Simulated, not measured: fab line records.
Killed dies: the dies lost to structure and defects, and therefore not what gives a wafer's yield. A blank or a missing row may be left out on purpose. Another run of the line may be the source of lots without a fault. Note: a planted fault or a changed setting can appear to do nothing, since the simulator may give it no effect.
Matching of chambers + flow sky130 + cmp-01 running SKY_VIA1_CMP_24: 4 sister chambers
The step polishes, stops on SiO2, t overpolish 15 s, target thk 0 nm. 4 wafers are shown with their chamber, then 9 later ones without.

## WAFERS, EACH WITH ITS CHAMBER
| wafer  | chamber | motor-current-A (A) |
|--------|---------|---------------------|
| L085.3 | 1       | 11.7                |
| L085.4 | 3       | 10.2                |
| L087.3 | 0       | 10.2                |
| L087.5 | 2       | 10.7                |

## WAFERS WITH NO CHAMBER GIVEN
| wafer  | motor-current-A (A) |
|--------|---------------------|
| L091.1 | 9.7                 |
| L091.4 | 10.3                |
| L091.5 | 9.8                 |
| L092.1 | 10.2                |
| L092.5 | 9.9                 |
| L092.6 | 11.7                |
| L093.2 | 11.7                |
| L093.3 | 11.7                |
| L093.5 | 11.1                |

## EACH ONE'S CHAMBER
| wafer  | from the rows above               | in truth                   |
|--------|-----------------------------------|----------------------------|
| L091.1 | can't be placed: 0 or 3 or 2      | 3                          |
| L091.4 | can't be placed: 0 or 3 or 2      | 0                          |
| L091.5 | can't be placed: 0 or 3 or 2      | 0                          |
| L092.1 | can't be placed: 0 or 3 or 2      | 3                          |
| L092.5 | can't be placed: 0 or 3 or 2      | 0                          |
| L092.6 | 1                                 | 1                          |
| L093.2 | 1                                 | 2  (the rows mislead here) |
| L093.3 | 1                                 | 1                          |
| L093.5 | can't be placed: 2 or 1 or 0 or 3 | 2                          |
Placed correctly: 2 of 9. Cannot be placed on the basis of these rows: 6; the candidates contain the true chamber in 6. 1 placed wrongly.
How it was worked out, from the rows above alone: a wafer's distance from a chamber is the root of the sum, over the readings, of the square of ((its reading less the chamber's mean) divided by the reading's scatter). If the next closest chamber is less than 2 further off than the closest, the wafer can't be placed; otherwise it belongs to the closest. The mean given for a chamber averages the wafers shown for that chamber. The scatter (one wafer shown for each chamber): square how far every hidden wafer sits from the nearest shown wafer, average those squares and take the square root.
